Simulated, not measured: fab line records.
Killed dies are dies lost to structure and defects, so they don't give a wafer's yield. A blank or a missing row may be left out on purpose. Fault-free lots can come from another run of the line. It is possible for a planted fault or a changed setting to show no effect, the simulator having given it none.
Which tool was responsible? ; flow sky130 ; Sampling: 11 lots, 33 wafers, 2 of 708 route steps

WHAT THE GAUGES READ, wafer by wafer
SKY_CAPM_THK_MEAS_04: measures by xrf.
lot;measured;on;CAPM_TIN_THK (nm)
L287;day 36 12:25;film_metro-02;202.2 203.2 204.9
L288;day 36 16:15;film_metro-01;203.6 205.8 204.5
L295;day 38 18:12;film_metro-01;205.9 205.3 206.4
L296;day 38 19:44;film_metro-01;204.2 205.1 206.1
L297;day 39 04:10;film_metro-02;207.8 206.6 203.1
L303;day 41 02:42;film_metro-01;206.1 203.2 206.4
L304;day 41 13:23;film_metro-02;201.8 204.3 198.9
L305;day 41 13:57;film_metro-04;199.1 204.0 199.9
L308;day 42 10:33;film_metro-04;203.7 202.4 201.5
L309;day 42 16:58;film_metro-02;203.3 209.3 207.8
L310;day 43 08:49;film_metro-04;202.8 201.4 203.0

WHAT TOOL EACH LOT RAN ON (gives the tool, then ch and the chambers of the sampled wafers, and finally the start)
lot;SKY_METAL3_SPUTTER_00
L287;pvd_sputter-02, day 36 11:57
L288;pvd_sputter-02, day 36 15:47
L295;pvd_sputter-03, day 38 17:42
L296;pvd_sputter-02, day 38 19:15
L297;pvd_sputter-03, day 39 03:43
L303;pvd_sputter-03, day 41 02:13
L304;pvd_sputter-02, day 41 12:54
L305;pvd_sputter-01, day 41 13:29
L308;pvd_sputter-03, day 42 10:05
L309;pvd_sputter-02, day 42 16:29
L310;pvd_sputter-02, day 43 08:20
- SKY_METAL3_SPUTTER_00: material Ti, target thk 15 nm, time 10 s.

THE ANSWER, worked out from the rows above alone
Rule: usual is defined by the lots themselves. The widest of any qualifying gaps counts: lots, ordered by their means at a reading, are off when they make up no more than a third of the lots, leave a main group of 4 or more, and stand apart from it by 3 or more times the standard deviation of that group's means. A main group is skipped when, at the precision printed for the reading in the tables above, its means are all equal. A lot without any number at a reading at which 4 lots or more have one is off too. Any other lot the step has rows for is counted as sound.
No lot is off on any of the readings shown, so nothing can be concluded from this.

WHAT WAS PUT IN BY THE SIMULATOR
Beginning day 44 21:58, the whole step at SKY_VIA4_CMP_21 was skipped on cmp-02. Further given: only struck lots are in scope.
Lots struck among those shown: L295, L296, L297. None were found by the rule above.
